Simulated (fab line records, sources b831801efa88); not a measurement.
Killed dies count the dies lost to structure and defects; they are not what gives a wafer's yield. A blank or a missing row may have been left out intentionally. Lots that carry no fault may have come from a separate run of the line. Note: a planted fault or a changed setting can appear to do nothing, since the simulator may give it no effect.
fab line records -- flow sky130
record: lots: 12, wafers: 36, last_day: 50
route steps=708 shown GATE_OXIDE@200 POLY_GATE@229 LDD_N@244 PAD_OPEN@708
lots that met no fault: taken from a fault-free run of the same line
start_h: the number of hours between the record's first day and the start of the first shown wafer of the lot -- wait_h: hours elapsed since this lot's preceding step -- " same as the row above -- L1.1+2: one row covering several wafers at once -- - either no value or no given start -- * or withheld: withheld -- < > ~ a bound
route shown NAME@n: names a module that has steps shown in the file, with the first one's number in the route -- usual: the fault-free wafers' mean and standard deviation -- same: alike in all rows -- chamber/n: place in a boat -- sites: each site's reading -- _std_site: how widely they spread, as a standard deviation -- _edge_site: inner sites' mean taken away from outer sites' mean -- radius_mm: for every site, how far away it sits from the centre of the wafer -- mask NAME#n: copy n -- behind: the last tool/chamber to shape the wafer -- hold: what put the lot on hold/how long, in hours/how the hold closed -- device: which transistor (n, p or np) failed to switch -- end of line: tests run on the same wafers once the route is complete -- a step without rows: its recipe alone -- killed: count of dies lost to structure and defects at first sort (not the wafer's yield) -- map: per-die view of a wafer (x killed, . not killed, _ where there is no die)
set.NAME: the setting as run; set.NAME@STEP: as run at that earlier step -- model.NAME: the simulator's own value behind a step, which no gauge read
steps of the route over a sample of lots; a table a step, a row a wafer
services: from which hour (start_h, from the record's first day; less than 0 if before it) a tool's chamber was out of use, for how many hours, and why
== steps ==
step: SKY_GATE_OXIDE_STRIP_13
recipe: chemistry: O2/N2, power_w: 1400, pressure_mtorr: 1500, platen_temp_c: withheld, o2_flow_sccm: 3000, n2_flow_sccm: 300, overash_fraction: 0.5
usual: drypump_motor_current_A: 5.5/0.42, n2_flow_sccm: 300.0/0.87, oes_product_au: 0.716/0.0039, strip_time_to_endpoint_s: 14.20/0.035
lot.wafer,tool,chamber,start_h,wait_h,drypump_motor_current_A,n2_flow_sccm,oes_product_au,rf_hours_counter_h,strip_time_to_endpoint_s
L899.1,plasma_asher-03,0,325.49,0.0,5.0,300.7,0.718,51,14.24
L899.2,plasma_asher-03,1,325.49,0.0,5.4,299.2,0.717,51,14.20
L899.3,plasma_asher-03,1,325.49,0.0,5.4,298.4,0.713,-,14.25
L900.1,plasma_asher-04,1,330.88,0.0,5.0,300.7,0.716,66,14.21
L900.3,plasma_asher-04,0,330.88,0.0,6.3,299.6,0.712,-,14.13
L900.6,plasma_asher-04,0,330.88,0.0,6.3,300.2,0.711,-,14.15
L903.1,plasma_asher-01,1,361.25,0.0,5.7,298.9,0.713,22,14.26
L903.3,plasma_asher-01,0,361.25,0.0,5.4,301.0,0.717,-,14.24
L903.5,plasma_asher-01,0,361.25,0.0,5.3,299.8,0.720,-,14.23
L904.3,plasma_asher-04,1,379.64,0.0,5.0,299.9,0.718,-,14.12
L904.4,plasma_asher-04,0,379.64,0.0,6.3,300.1,0.713,-,14.12
L904.6,plasma_asher-04,0,379.64,0.0,6.3,300.4,0.715,-,14.10
L905.1,plasma_asher-01,1,402.04,0.0,5.7,299.4,0.722,26,14.17
L905.4,plasma_asher-01,0,402.04,0.0,5.4,300.5,0.714,-,14.18
L905.5,plasma_asher-01,1,402.04,0.0,5.7,300.4,0.715,-,14.17
L908.2,plasma_asher-01,1,414.59,0.0,5.7,300.4,0.710,27,14.19
L908.4,plasma_asher-01,1,414.59,0.0,5.7,300.2,0.716,-,14.22
L908.6,plasma_asher-01,0,414.59,0.0,5.3,299.4,0.720,-,14.20
L910.1,plasma_asher-01,1,442.15,0.0,5.7,301.5,0.713,31,14.21
L910.2,plasma_asher-01,0,442.15,0.0,5.4,299.0,0.717,31,14.17
L910.5,plasma_asher-01,1,442.15,0.0,5.7,298.7,0.716,-,14.16
L915.4,plasma_asher-01,1,465.35,0.0,5.7,298.5,0.722,-,14.19
L915.5,plasma_asher-01,0,465.35,0.0,5.4,299.8,0.721,-,14.17
L915.6,plasma_asher-01,1,465.35,0.0,5.7,299.2,0.713,-,14.18
L916.2,plasma_asher-01,1,470.91,0.0,5.7,300.0,0.717,33,14.31
L916.5,plasma_asher-01,1,470.91,0.0,5.7,298.5,0.711,-,14.22
L916.6,plasma_asher-01,0,470.91,0.0,5.4,300.0,0.718,-,14.25
L918.1,plasma_asher-04,1,485.94,0.0,5.0,299.4,0.714,82,14.22
L918.2,plasma_asher-04,0,485.94,0.0,6.3,300.5,0.714,82,14.18
L918.5,plasma_asher-04,1,485.94,0.0,5.0,301.5,0.712,-,14.18
L919.1,plasma_asher-04,0,494.84,0.0,6.3,300.4,0.713,83,14.22
L919.3,plasma_asher-04,0,494.84,0.0,6.3,299.3,0.716,-,14.20
L919.4,plasma_asher-04,1,494.84,0.0,5.0,300.9,0.706,-,14.22
L920.1,plasma_asher-04,0,499.24,0.0,6.2,299.5,0.716,83,14.20
L920.3,plasma_asher-04,0,499.24,0.0,6.2,298.7,0.724,-,14.23
L920.4,plasma_asher-04,1,499.24,0.0,4.9,300.4,0.720,-,14.26
step: SKY_POLY_GATE_ETCH_15
recipe: chemistry: N2/H2, target: BARC, ion_energy_ev: 200, source_w: 500, bias_w: 100, pressure_mtorr: 30, n2_flow_sccm: 100, h2_flow_sccm: 200, stop_on: SiO2, time_s: 118.5, target_depth_a: 1100
usual: bias_w: 100.0/0.32, drypump_motor_current_A: 5.5/0.37, h2_flow_sccm: 200.1/0.62, n2_flow_sccm: 100.0/0.3, oes_product_au: 0.717/0.0046, throttle_valve_pct: 13.212/0.0096
lot.wafer,tool,chamber,start_h,wait_h,bias_w,drypump_motor_current_A,h2_flow_sccm,n2_flow_sccm,oes_product_au,rf_hours_counter_h,throttle_valve_pct
L899.1,rie_diel-03,2,388.67,0.0,99.9,5.0,199.5,99.9,0.719,12,13.210
L899.2,rie_diel-03,0,388.67,0.0,100.3,6.3,200.0,99.9,0.719,8,13.190
L899.3,rie_diel-03,3,388.67,0.0,100.0,5.4,200.0,100.5,0.717,27,13.213
L900.1,rie_diel-04,1,391.91,0.0,99.6,5.8,200.3,100.1,0.720,73,13.216
L900.3,rie_diel-04,2,391.91,0.0,100.3,5.2,199.3,100.2,0.711,44,13.211
L900.6,rie_diel-04,1,391.91,0.0,99.9,5.8,200.9,100.0,0.731,-,13.222
L903.1,rie_diel-01,2,426.11,0.0,99.7,5.6,200.6,100.7,0.712,10,13.221
L903.3,rie_diel-01,3,426.11,0.0,99.9,5.3,200.0,99.6,0.718,105,13.228
L903.5,rie_diel-01,3,426.11,0.0,100.3,5.3,200.1,99.6,0.719,-,13.203
L904.3,rie_diel-03,2,446.14,0.0,100.0,5.0,199.7,99.9,0.715,13,13.200
L904.4,rie_diel-03,0,446.14,0.0,99.9,6.3,200.4,100.0,0.725,-,13.221
L904.6,rie_diel-03,3,446.14,0.0,99.9,5.4,200.0,99.8,0.723,-,13.210
L905.1,rie_diel-04,2,468.76,0.0,99.4,5.3,200.4,99.9,0.713,46,13.209
L905.4,rie_diel-04,0,468.76,0.0,99.8,4.6,199.7,99.8,0.717,-,13.196
L905.5,rie_diel-04,1,468.76,0.0,99.7,5.8,200.2,99.6,0.714,-,13.202
L908.2,rie_diel-03,3,480.19,0.0,100.0,5.4,199.0,100.2,0.717,28,13.216
L908.4,rie_diel-03,0,480.19,0.0,99.5,6.3,200.3,99.9,0.717,10,13.215
L908.6,rie_diel-03,2,480.19,0.0,100.3,5.0,200.4,99.4,0.713,-,13.201
L910.1,rie_diel-04,0,508.24,0.0,100.3,4.7,199.5,100.1,0.717,0,13.216
L910.2,rie_diel-04,1,508.24,0.0,100.0,5.8,200.2,100.0,0.716,76,13.208
L910.5,rie_diel-04,0,508.24,0.0,100.3,4.7,199.1,99.6,0.716,-,13.236
L915.4,rie_diel-03,1,534.44,0.0,96.4,5.6,200.4,100.3,0.712,10,13.203
L915.5,rie_diel-03,1,534.44,0.0,96.2,5.7,199.8,100.5,0.716,-,13.209
L915.6,rie_diel-03,2,534.44,0.0,96.1,5.0,201.1,100.0,0.711,-,13.229
L916.2,rie_diel-03,0,535.99,0.0,96.7,6.3,200.7,100.2,0.731,11,13.205
L916.5,rie_diel-03,2,535.99,0.0,96.9,5.0,199.3,100.1,0.711,-,13.225
L916.6,rie_diel-03,3,535.99,0.0,96.5,5.4,200.4,100.7,0.717,-,13.213
L918.1,rie_diel-04,3,551.62,0.0,100.0,5.8,200.7,100.2,0.715,2,13.235
L918.2,rie_diel-04,1,551.62,0.0,100.3,5.8,198.9,99.8,0.718,77,13.223
L918.5,rie_diel-04,1,551.62,0.0,100.5,5.8,199.0,99.6,0.718,-,13.219
L919.1,rie_diel-04,2,561.61,0.0,100.3,5.2,201.0,100.1,0.722,47,13.195
L919.3,rie_diel-04,1,561.61,0.0,99.8,5.8,199.4,100.0,0.711,77,13.220
L919.4,rie_diel-04,3,561.61,0.0,100.4,5.8,200.2,99.7,0.716,2,13.204
L920.1,rie_diel-01,2,566.91,0.0,99.9,5.6,200.2,100.0,0.712,13,13.196
L920.3,rie_diel-01,3,566.91,0.0,100.2,5.3,199.5,99.6,0.714,2,13.204
L920.4,rie_diel-01,1,566.91,0.0,99.8,5.6,199.6,99.4,0.708,10,13.215
step: SKY_POLY_GATE_ETCH_16
recipe: stop_on: poly-Si, chemistry: CH3F/O2, target: Si3N4, source_w: 400, bias_w: 80, pressure_mtorr: 25, ch3f_flow_sccm: 40, O2_flow_sccm: 30, time_s: 147.5, target_depth_a: 750
usual: bias_w: 79.99/0.22, drypump_motor_current_A: 5.4/0.37, oes_product_au: 0.640/0.0051, throttle_valve_pct: 10.535/0.0095
lot.wafer,tool,chamber,start_h,wait_h,bias_w,drypump_motor_current_A,oes_product_au,rf_hours_counter_h,throttle_valve_pct
L899.1,rie_diel-03,2,388.76,0.0,80.13,5.0,0.640,12,10.534
L899.2,rie_diel-03,0,388.76,0.0,80.21,6.3,0.642,8,10.519
L899.3,rie_diel-03,3,388.76,0.0,80.08,5.4,0.644,27,10.539
L900.1,rie_diel-04,1,392.00,0.0,79.99,5.8,0.646,73,10.536
L900.3,rie_diel-04,2,392.00,0.0,79.82,5.2,0.635,44,10.534
L900.6,rie_diel-04,1,392.00,0.0,80.13,5.8,0.637,-,10.544
L903.1,rie_diel-01,2,426.20,0.0,80.30,5.6,0.638,10,10.537
L903.3,rie_diel-01,3,426.20,0.0,79.99,5.3,0.638,105,10.534
L903.5,rie_diel-01,3,426.20,0.0,80.20,5.3,0.642,-,10.534
L904.3,rie_diel-03,2,446.22,0.0,80.03,5.0,0.652,13,10.521
L904.4,rie_diel-03,0,446.22,0.0,80.01,6.2,0.644,-,10.534
L904.6,rie_diel-03,3,446.22,0.0,79.89,5.4,0.640,-,10.532
L905.1,rie_diel-04,2,468.85,0.0,79.75,5.2,0.637,46,10.539
L905.4,rie_diel-04,0,468.85,0.0,80.00,4.6,0.645,-,10.556
L905.5,rie_diel-04,1,468.85,0.0,79.78,5.8,0.636,-,10.543
L908.2,rie_diel-03,3,480.27,0.0,79.89,5.4,0.645,28,10.536
L908.4,rie_diel-03,0,480.27,0.0,79.90,6.3,0.643,10,10.524
L908.6,rie_diel-03,2,480.27,0.0,80.16,5.0,0.639,-,10.523
L910.1,rie_diel-04,0,508.32,0.0,80.23,4.6,0.634,0,10.546
L910.2,rie_diel-04,1,508.32,0.0,79.91,5.8,0.645,76,10.545
L910.5,rie_diel-04,0,508.32,0.0,80.24,4.7,0.639,-,10.550
L915.4,rie_diel-03,1,534.52,0.0,80.21,5.6,0.639,10,10.537
L915.5,rie_diel-03,1,534.52,0.0,80.22,5.7,0.636,-,10.555
L915.6,rie_diel-03,2,534.52,0.0,79.79,5.0,0.643,-,10.537
L916.2,rie_diel-03,0,536.07,0.0,79.59,6.2,0.630,11,10.545
L916.5,rie_diel-03,2,536.07,0.0,80.10,5.0,0.632,-,10.526
L916.6,rie_diel-03,3,536.07,0.0,80.18,5.4,0.635,-,10.538
L918.1,rie_diel-04,3,551.70,0.0,80.01,5.8,0.641,2,10.529
L918.2,rie_diel-04,1,551.70,0.0,79.51,5.8,0.636,77,10.535
L918.5,rie_diel-04,1,551.70,0.0,79.78,5.8,0.644,-,10.531
L919.1,rie_diel-04,2,561.70,0.0,80.20,5.3,0.640,48,10.543
L919.3,rie_diel-04,1,561.70,0.0,79.86,5.8,0.643,77,10.522
L919.4,rie_diel-04,3,561.70,0.0,80.38,5.8,0.645,2,10.520
L920.1,rie_diel-01,2,567.00,0.0,79.64,5.6,0.639,13,10.517
L920.3,rie_diel-01,3,567.00,0.0,79.92,5.3,0.637,2,10.532
L920.4,rie_diel-01,1,567.00,0.0,80.11,5.6,0.642,10,10.534
step: SKY_LDD_N_OVL_MEAS_07
usual: LDD_N_OVL: 0.3/1.4
lot.wafer,tool,chamber,start_h,wait_h,LDD_N_OVL[nm]
L899.1,overlay-01,-,419.50,0.1,-0.3
L899.2,overlay-01,-,419.50,0.1,-1.6
L899.3,overlay-01,-,419.50,0.1,1.5
L900.1,overlay-01,-,423.85,0.1,-0.4
L900.3,overlay-01,-,423.85,0.1,0.0
L900.6,overlay-01,-,423.85,0.1,-1.5
L903.1,overlay-01,-,458.30,0.1,1.3
L903.3,overlay-01,-,458.30,0.1,-0.1
L903.5,overlay-01,-,458.30,0.1,0.6
L904.3,overlay-02,-,478.80,0.1,-1.0
L904.4,overlay-02,-,478.80,0.1,0.5
L904.6,overlay-02,-,478.80,0.1,-0.5
L905.1,overlay-02,-,500.84,0.1,0.4
L905.4,overlay-02,-,500.84,0.1,0.7
L905.5,overlay-02,-,500.84,0.1,-1.8
L908.2,overlay-01,-,512.39,0.1,2.4
L908.4,overlay-01,-,512.39,0.1,1.3
L908.6,overlay-01,-,512.39,0.1,0.8
L910.1,overlay-01,-,540.62,0.1,-0.3
L910.2,overlay-01,-,540.62,0.1,-1.7
L910.5,overlay-01,-,540.62,0.1,-1.3
L915.4,overlay-02,-,566.07,0.1,1.1
L915.5,overlay-02,-,566.07,0.1,2.3
L915.6,overlay-02,-,566.07,0.1,-0.7
L916.2,overlay-02,-,567.57,0.1,2.4
L916.5,overlay-02,-,567.57,0.1,1.2
L916.6,overlay-02,-,567.57,0.1,4.2
L918.1,overlay-02,-,582.90,0.1,-0.9
L918.2,overlay-02,-,582.90,0.1,1.7
L918.5,overlay-02,-,582.90,0.1,0.9
L919.1,overlay-01,-,593.07,0.1,-0.3
L919.3,overlay-01,-,593.07,0.1,-1.8
L919.4,overlay-01,-,593.07,0.1,-1.5
L920.1,overlay-01,-,596.85,0.1,-0.7
L920.3,overlay-01,-,596.85,0.1,-0.4
L920.4,overlay-01,-,596.85,0.1,0.2
step: SKY_PAD_OPEN_PROBE_99
usual: killed_at_M0_to_M3: 44/6.4, killed_at_M4_up: 3.6/2.1, killed_at_contacts: 23/5.1, killed_at_front_end: 15/4.3, killed_at_other: 0.3/0.56, killed_dies: 86/9, killed_open: 47/6.4, killed_short: 39/5.8
same: gross_dies: 492, killed_at_back_side: 0
lot.wafer,tool,chamber,start_h,wait_h,killed_at_M0_to_M3,killed_at_M4_up,killed_at_contacts,killed_at_front_end,killed_at_other,killed_dies,killed_open,killed_short
L899.1,prober-01,-,1084.65,0.1,43,2,18,13,0,76,44,32
L899.2,prober-01,-,1084.70,0.1,33,3,11,23,0,70,35,35
L899.3,prober-01,-,1084.75,0.2,45,1,19,7,0,72,44,28
L900.1,prober-02,-,1086.75,0.1,47,6,18,13,0,84,46,38
L900.3,prober-02,-,1086.85,0.2,42,4,24,12,0,82,42,40
L900.6,prober-02,-,1087.00,0.2,50,3,27,17,0,97,58,39
L903.1,prober-02,-,1112.93,0.1,42,3,20,14,0,79,46,33
L903.3,prober-02,-,1113.03,0.2,47,1,20,18,1,87,43,43
L903.5,prober-02,-,1113.13,0.2,38,3,19,19,0,79,44,35
L904.3,prober-01,-,1119.43,0.2,44,6,20,9,1,80,45,35
L904.4,prober-01,-,1119.48,0.2,39,2,26,10,1,78,44,34
L904.6,prober-01,-,1119.58,0.2,56,2,15,13,0,86,48,38
L905.1,prober-02,-,1129.87,0.1,39,3,18,9,0,69,42,27
L905.4,prober-02,-,1130.02,0.2,47,4,19,13,0,83,41,41
L905.5,prober-02,-,1130.07,0.2,48,4,15,15,1,83,42,41
L908.2,prober-01,-,1138.62,0.1,50,3,30,18,0,101,59,42
L908.4,prober-01,-,1138.72,0.2,35,4,19,19,0,77,34,43
L908.6,prober-01,-,1138.82,0.2,36,4,14,16,0,70,42,28
L910.1,prober-01,-,1156.82,0.1,50,2,19,24,1,96,52,43
L910.2,prober-01,-,1156.87,0.1,49,1,39,12,3,104,53,49
L910.5,prober-01,-,1157.02,0.2,48,3,19,14,0,84,41,43
L915.4,prober-02,-,1176.08,0.2,41,2,25,19,0,87,47,40
L915.5,prober-02,-,1176.13,0.2,47,2,17,8,1,75,41,34
L915.6,prober-02,-,1176.18,0.2,48,7,18,15,0,88,53,35
L916.2,prober-01,-,1185.16,0.1,40,7,22,20,0,89,56,31
L916.5,prober-01,-,1185.31,0.2,35,4,20,13,0,72,35,37
L916.6,prober-01,-,1185.36,0.2,54,5,27,22,1,109,53,54
L918.1,prober-02,-,1187.15,0.1,50,0,17,15,0,82,50,32
L918.2,prober-02,-,1187.20,0.1,43,4,35,17,1,100,59,41
L918.5,prober-02,-,1187.35,0.2,41,4,22,11,0,78,44,34
L920.1,prober-02,-,1194.03,0.1,40,3,23,20,0,86,51,35
L920.3,prober-02,-,1194.13,0.2,38,3,28,14,1,84,45,39
L920.4,prober-02,-,1194.18,0.2,38,5,20,19,1,83,40,42
L919.1,prober-01,-,1194.52,0.1,47,2,27,16,0,92,53,39
L919.3,prober-01,-,1194.62,0.2,35,4,15,17,0,71,37,34
L919.4,prober-01,-,1194.67,0.2,50,2,26,10,1,89,49,39
killed by level:class
L899.1 VIA1:geometric_particle:open=11 VIA3:geometric_particle:open=10 POLY_GATE:geometric_particle:open=5 LI_CONTACT:geometric_particle:open=5 CONTACT:geometric_particle:open=5 CONTACT:geometric_particle:short=5 VIA2:geometric_particle:open=5 VIA2:geometric_particle:short=4
L899.2 CONTACT:geometric_particle:open=8 VIA1:geometric_particle:open=8 METAL2:geometric_particle:short=8 POLY_GATE:geometric_particle:short=6 FIELD_ISO:geometric_particle:short=5 POLY_GATE:geometric_particle:open=5 METAL1:geometric_particle:short=5 VIA1:geometric_particle:short=4
L899.3 VIA1:geometric_particle:open=11 VIA3:geometric_particle:open=8 CONTACT:geometric_particle:open=7 LI_CONTACT:geometric_particle:open=6 VIA2:geometric_particle:open=6 VIA3:geometric_particle:short=5 CONTACT:geometric_particle:short=3 METAL1:geometric_particle:short=3
L900.1 VIA1:geometric_particle:open=10 VIA2:geometric_particle:open=9 LI_CONTACT:geometric_particle:open=7 VIA1:geometric_particle:short=7 METAL1:geometric_particle:short=6 VIA3:geometric_particle:open=6 CONTACT:geometric_particle:short=5 METAL4:geometric_particle:short=5
L900.3 LI_CONTACT:geometric_particle:open=9 VIA1:geometric_particle:open=9 VIA3:geometric_particle:open=7 CONTACT:geometric_particle:short=7 METAL2:geometric_particle:short=6 FIELD_ISO:geometric_particle:short=4 VIA1:geometric_particle:short=4 POLY_GATE:geometric_particle:open=3
L900.6 VIA1:geometric_particle:open=12 VIA2:geometric_particle:open=9 LI_CONTACT:geometric_particle:open=8 CONTACT:geometric_particle:open=8 METAL2:geometric_particle:short=7 FIELD_ISO:geometric_particle:short=6 METAL1:geometric_particle:short=6 FIELD_ISO:geometric_particle:open=5
L903.1 METAL1:geometric_particle:short=12 VIA1:geometric_particle:open=10 CONTACT:geometric_particle:open=8 FIELD_ISO:geometric_particle:open=5 LI_CONTACT:geometric_particle:open=5 LOCAL_INTERCONNECT:geometric_particle:short=5 POLY_GATE:geometric_particle:open=4 METAL1:geometric_particle:open=3
L903.3 VIA1:geometric_particle:open=11 METAL2:geometric_particle:short=8 CONTACT:geometric_particle:open=7 METAL1:geometric_particle:short=7 LI_CONTACT:geometric_particle:open=5 VIA1:geometric_particle:short=5 VIA2:geometric_particle:open=5 FIELD_ISO:geometric_particle:open=4
L903.5 CONTACT:geometric_particle:open=10 VIA1:geometric_particle:open=8 FIELD_ISO:geometric_particle:short=7 VIA3:geometric_particle:open=6 VIA2:geometric_particle:open=6 FIELD_ISO:geometric_particle:open=4 POLY_GATE:geometric_particle:open=4 LOCAL_INTERCONNECT:geometric_particle:short=4
L904.3 VIA1:geometric_particle:open=12 CONTACT:geometric_particle:open=9 VIA1:geometric_particle:short=8 LI_CONTACT:geometric_particle:open=6 METAL4:geometric_particle:short=6 VIA2:geometric_particle:short=5 VIA2:geometric_particle:open=5 FIELD_ISO:geometric_particle:open=4
L904.4 VIA2:geometric_particle:open=10 CONTACT:geometric_particle:short=9 CONTACT:geometric_particle:open=9 LI_CONTACT:geometric_particle:open=7 VIA1:geometric_particle:open=6 METAL2:geometric_particle:short=6 VIA3:geometric_particle:open=5 METAL1:geometric_particle:short=5
L904.6 VIA1:geometric_particle:open=13 METAL2:geometric_particle:short=10 VIA2:geometric_particle:open=9 LI_CONTACT:geometric_particle:open=7 VIA3:geometric_particle:open=6 FIELD_ISO:geometric_particle:short=4 CONTACT:geometric_particle:open=4 VIA1:geometric_particle:short=4
L905.1 VIA1:geometric_particle:open=10 VIA2:geometric_particle:open=9 CONTACT:geometric_particle:open=8 LI_CONTACT:geometric_particle:open=6 VIA1:geometric_particle:short=6 METAL1:geometric_particle:short=5 FIELD_ISO:geometric_particle:open=4 VIA2:geometric_particle:short=3
L905.4 VIA1:geometric_particle:open=10 VIA1:geometric_particle:short=9 METAL1:geometric_particle:short=7 CONTACT:geometric_particle:open=7 VIA2:geometric_particle:open=7 FIELD_ISO:geometric_particle:short=4 VIA3:geometric_particle:open=4 FIELD_ISO:geometric_particle:open=3
L905.5 VIA1:geometric_particle:open=12 VIA2:geometric_particle:open=6 POLY_GATE:geometric_particle:open=5 METAL1:geometric_particle:short=5 VIA3:geometric_particle:open=5 METAL2:geometric_particle:short=5 FIELD_ISO:geometric_particle:open=4 POLY_GATE:geometric_particle:short=4
L908.2 VIA1:geometric_particle:open=14 CONTACT:geometric_particle:open=9 POLY_GATE:geometric_particle:open=7 LI_CONTACT:geometric_particle:open=7 VIA2:geometric_particle:open=7 VIA2:geometric_particle:short=7 LOCAL_INTERCONNECT:geometric_particle:short=5 METAL1:geometric_particle:short=5
L908.4 CONTACT:geometric_particle:open=9 POLY_GATE:geometric_particle:short=8 METAL1:geometric_particle:short=8 VIA3:geometric_particle:open=6 POLY_GATE:geometric_particle:open=5 VIA1:geometric_particle:short=5 VIA1:geometric_particle:open=5 FIELD_ISO:geometric_particle:short=4
L908.6 CONTACT:geometric_particle:open=8 VIA1:geometric_particle:open=7 VIA3:geometric_particle:open=7 VIA2:geometric_particle:open=5 LI_CONTACT:geometric_particle:open=4 METAL1:geometric_particle:short=4 METAL2:geometric_particle:short=4 POLY_GATE:geometric_particle:short=3
L910.1 VIA1:geometric_particle:open=11 VIA2:geometric_particle:open=9 POLY_GATE:geometric_particle:open=7 VIA1:geometric_particle:short=7 LI_CONTACT:geometric_particle:open=6 LOCAL_INTERCONNECT:geometric_particle:short=6 FIELD_ISO:geometric_particle:open=5 METAL1:geometric_particle:short=5
L910.2 LI_CONTACT:geometric_particle:open=11 CONTACT:geometric_particle:open=11 VIA1:geometric_particle:open=10 LOCAL_INTERCONNECT:geometric_particle:short=9 METAL2:geometric_particle:short=9 VIA2:geometric_particle:open=9 FIELD_ISO:geometric_particle:short=7 METAL2:geometric_particle:open=5
L910.5 CONTACT:geometric_particle:open=8 VIA2:geometric_particle:open=8 VIA1:geometric_particle:open=7 METAL2:geometric_particle:short=6 VIA3:geometric_particle:open=6 FIELD_ISO:geometric_particle:short=5 VIA2:geometric_particle:short=5 METAL1:geometric_particle:short=4
L915.4 CONTACT:geometric_particle:open=9 VIA1:geometric_particle:open=9 POLY_GATE:geometric_particle:open=6 LI_CONTACT:geometric_particle:open=6 VIA3:geometric_particle:open=6 CONTACT:geometric_particle:short=5 METAL2:geometric_particle:short=5 VIA2:geometric_particle:short=5
L915.5 VIA1:geometric_particle:open=10 VIA3:geometric_particle:open=8 CONTACT:geometric_particle:open=7 VIA1:geometric_particle:short=6 METAL1:geometric_particle:short=5 VIA2:geometric_particle:open=5 CONTACT:geometric_particle:short=4 VIA3:geometric_particle:short=4
L915.6 VIA1:geometric_particle:open=14 VIA3:geometric_particle:open=11 CONTACT:geometric_particle:short=6 POLY_GATE:geometric_particle:open=5 METAL1:geometric_particle:short=5 METAL2:geometric_particle:short=5 CONTACT:geometric_particle:open=5 VIA2:geometric_particle:open=5
L916.2 VIA3:geometric_particle:open=13 CONTACT:geometric_particle:open=12 VIA1:geometric_particle:short=7 FIELD_ISO:geometric_particle:open=5 FIELD_ISO:geometric_particle:short=5 VIA1:geometric_particle:open=5 VIA2:geometric_particle:open=5 POLY_GATE:geometric_particle:open=4
L916.5 VIA3:geometric_particle:open=8 CONTACT:geometric_particle:open=7 METAL1:geometric_particle:short=6 VIA1:geometric_particle:open=6 POLY_GATE:geometric_particle:short=5 FIELD_ISO:geometric_particle:open=4 FIELD_ISO:geometric_particle:short=4 LI_CONTACT:geometric_particle:open=4
L916.6 FIELD_ISO:geometric_particle:short=13 VIA1:geometric_particle:open=12 METAL2:geometric_particle:short=10 CONTACT:geometric_particle:open=10 VIA1:geometric_particle:short=8 CONTACT:geometric_particle:short=7 VIA2:geometric_particle:open=7 FIELD_ISO:geometric_particle:open=5
L918.1 VIA1:geometric_particle:open=11 VIA3:geometric_particle:open=9 METAL1:geometric_particle:short=8 CONTACT:geometric_particle:open=7 POLY_GATE:geometric_particle:open=6 VIA2:geometric_particle:open=6 VIA2:geometric_particle:short=4 LI_CONTACT:geometric_particle:open=4
L918.2 CONTACT:geometric_particle:open=14 VIA1:geometric_particle:open=12 CONTACT:geometric_particle:short=9 VIA3:geometric_particle:open=6 LI_CONTACT:geometric_particle:open=5 LOCAL_INTERCONNECT:geometric_particle:short=5 METAL1:geometric_particle:open=5 POLY_GATE:geometric_particle:short=4
L918.5 VIA1:geometric_particle:open=11 VIA2:geometric_particle:open=7 VIA3:geometric_particle:open=7 LI_CONTACT:geometric_particle:open=6 CONTACT:geometric_particle:short=5 CONTACT:geometric_particle:open=5 VIA1:geometric_particle:short=5 METAL2:geometric_particle:short=5
L920.1 VIA1:geometric_particle:open=14 CONTACT:geometric_particle:open=12 VIA2:geometric_particle:open=7 METAL1:geometric_particle:short=6 VIA3:geometric_particle:open=6 FIELD_ISO:geometric_particle:short=5 POLY_GATE:geometric_particle:open=4 SPACER:geometric_particle:short=4
L920.3 VIA1:geometric_particle:open=11 CONTACT:geometric_particle:open=7 LI_CONTACT:geometric_particle:open=6 FIELD_ISO:geometric_particle:open=5 FIELD_ISO:geometric_particle:short=5 CONTACT:geometric_particle:short=5 LOCAL_INTERCONNECT:geometric_particle:short=5 VIA3:geometric_particle:short=4
L920.4 VIA1:geometric_particle:open=11 FIELD_ISO:geometric_particle:open=7 VIA3:geometric_particle:open=7 VIA1:geometric_particle:short=6 CONTACT:geometric_particle:open=6 LOCAL_INTERCONNECT:geometric_particle:short=5 METAL2:geometric_particle:short=4 CONTACT:geometric_particle:short=4
L919.1 LI_CONTACT:geometric_particle:open=10 CONTACT:geometric_particle:open=8 METAL1:geometric_particle:short=8 VIA3:geometric_particle:open=8 FIELD_ISO:geometric_particle:open=7 VIA1:geometric_particle:short=7 VIA1:geometric_particle:open=7 VIA3:geometric_particle:short=6
L919.3 VIA1:geometric_particle:open=11 CONTACT:geometric_particle:open=7 FIELD_ISO:geometric_particle:short=5 METAL1:geometric_particle:short=5 CONTACT:geometric_particle:short=5 POLY_GATE:geometric_particle:open=4 METAL4:geometric_particle:short=4 METAL2:geometric_particle:short=3
L919.4 CONTACT:geometric_particle:open=12 VIA1:geometric_particle:open=9 VIA3:geometric_particle:open=9 VIA1:geometric_particle:short=8 CONTACT:geometric_particle:short=6 VIA2:geometric_particle:short=6 LI_CONTACT:geometric_particle:open=5 FIELD_ISO:geometric_particle:short=4
== services ==
tool,chamber,start_h,hours,kind
plasma_asher-01,-,311.28,14.6,pm
rie_diel-03,1,323.29,1.6,repair
rie_diel-04,0,384.64,1.9,repair
rie_diel-03,-,422.62,2.8,pm
rie_diel-03,1,432.19,20.3,repair
rie_diel-01,3,437.73,-,clean
rie_diel-01,3,437.73,27.4,scheduled_down
rie_diel-01,3,437.73,27.4,vent_cycle
rie_diel-01,0,440.65,9.3,repair
rie_diel-04,3,458.66,-,clean
rie_diel-04,3,458.66,12.6,scheduled_down
rie_diel-04,3,458.66,12.6,vent_cycle
rie_diel-03,3,462.51,7.5,repair
rie_diel-04,0,471.31,-,clean
rie_diel-04,0,471.31,18.0,scheduled_down
rie_diel-04,0,471.31,18.0,vent_cycle
rie_diel-01,1,476.10,37.0,repair
plasma_asher-03,-,487.27,28.1,pm
rie_diel-03,2,493.84,13.9,repair
rie_diel-01,0,517.68,10.7,repair
rie_diel-04,2,518.23,6.8,repair
rie_diel-03,-,566.09,4.3,pm
== key ==
first_sign: step: SKY_POLY_GATE_ETCH_15, reading: bias_w, direction: down, sigmas: 11, usual: 100.0, struck: 96.5
effect none on later readings
met_at SKY_POLY_GATE_ETCH_15
struck_lots L915,L916
tester_left_out L915,L916
not_acting_at SKY_GATE_OXIDE_STRIP_13,SKY_POLY_GATE_ETCH_16,SKY_LDD_N_OVL_MEAS_07
onset_between 480.19 534.44
fault: kind: process_parameter_drift, tool: rie_diel-03, chamber: -, onset_h: 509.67, steps: SKY_POLY_GATE_ETCH_15, channel: bias_w, offset: -3.7184, shape: step, end_h: 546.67, acts_in: these_recipes_only, stated: 100
tester_left_out: of these lots the tester's yield and bins aren't shown, on N5 and GAA mostly nor the transistor test; their killed dies are dies lost to structure and defects alone, not to doping, threshold or leakage, so they don't give the yield
